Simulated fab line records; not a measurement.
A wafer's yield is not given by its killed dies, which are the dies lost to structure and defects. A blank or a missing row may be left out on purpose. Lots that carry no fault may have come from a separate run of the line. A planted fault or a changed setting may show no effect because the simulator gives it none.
Chamber matching || flow sky130 || SKY_CONTACT_ETCH_17 on rie diel-03 has 4 sister chambers
The step etches SiO2 in C4F8/O2/Ar, stops on Si3N4, target depth 340 nm. 8 wafers are shown with their chamber, then 7 later ones without.

WAFERS WITH THEIR CHAMBER
{"wafer": "L658.1", "chamber": 2, "chamber pressure mTorr (mTorr)": 40.00, "oes product au (a.u.)": 0.888}
{"wafer": "L658.4", "chamber": 3, "chamber pressure mTorr (mTorr)": 40.01, "oes product au (a.u.)": 0.882}
{"wafer": "L660.3", "chamber": 3, "chamber pressure mTorr (mTorr)": 39.96, "oes product au (a.u.)": 0.888}
{"wafer": "L663.4", "chamber": 1, "chamber pressure mTorr (mTorr)": 39.98, "oes product au (a.u.)": 0.887}
{"wafer": "L663.5", "chamber": 0, "chamber pressure mTorr (mTorr)": 40.09, "oes product au (a.u.)": 0.897}
{"wafer": "L663.6", "chamber": 1, "chamber pressure mTorr (mTorr)": 40.03, "oes product au (a.u.)": 0.896}
{"wafer": "L666.1", "chamber": 0, "chamber pressure mTorr (mTorr)": 40.04, "oes product au (a.u.)": 0.892}
{"wafer": "L666.3", "chamber": 2, "chamber pressure mTorr (mTorr)": 40.05, "oes product au (a.u.)": 0.889}

WAFERS WHOSE CHAMBER IS MISSING
{"wafer": "L666.5", "chamber pressure mTorr (mTorr)": 40.02, "oes product au (a.u.)": 0.892}
{"wafer": "L673.3", "chamber pressure mTorr (mTorr)": 40.05, "oes product au (a.u.)": 0.898}
{"wafer": "L673.4", "chamber pressure mTorr (mTorr)": 40.05, "oes product au (a.u.)": 0.891}
{"wafer": "L673.5", "chamber pressure mTorr (mTorr)": 39.91, "oes product au (a.u.)": 0.896}
{"wafer": "L672.2", "chamber pressure mTorr (mTorr)": 40.02, "oes product au (a.u.)": 0.895}
{"wafer": "L672.4", "chamber pressure mTorr (mTorr)": 39.98, "oes product au (a.u.)": 0.884}
{"wafer": "L672.6", "chamber pressure mTorr (mTorr)": 40.02, "oes product au (a.u.)": 0.894}

CHAMBER TAKEN BY EACH
{"wafer": "L666.5", "from the rows above": "can't be placed: 1 or 2 or 0 or 3", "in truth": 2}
{"wafer": "L673.3", "from the rows above": "can't be placed: 0 or 1 or 2", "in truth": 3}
{"wafer": "L673.4", "from the rows above": "can't be placed: 2 or 0 or 1 or 3", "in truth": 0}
{"wafer": "L673.5", "from the rows above": "can't be placed: 1 or 3 or 2 or 0", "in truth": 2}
{"wafer": "L672.2", "from the rows above": "can't be placed: 1 or 0 or 2 or 3", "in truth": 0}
{"wafer": "L672.4", "from the rows above": "can't be placed: 3 or 2 or 1", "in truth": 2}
{"wafer": "L672.6", "from the rows above": "can't be placed: 1 or 0 or 2 or 3", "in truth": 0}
Placed correctly: 0 of 7. Cannot be placed on the basis of these rows: 7; the candidates contain the true chamber in 6. Number placed wrongly: 0.
How it was worked out, from the rows above alone: a wafer's distance from a chamber is the root of the sum, over the readings, of the square of ((its reading less the chamber's mean) divided by the reading's scatter). If the next closest chamber is less than 2 further off than the closest, the wafer can't be placed; otherwise it belongs to the closest. Each chamber's mean is taken over the wafers shown for it. The scatter: take each reading less its chamber's mean, square it, sum over the shown wafers, divide by the number of wafers less the number of chambers, and take the root.
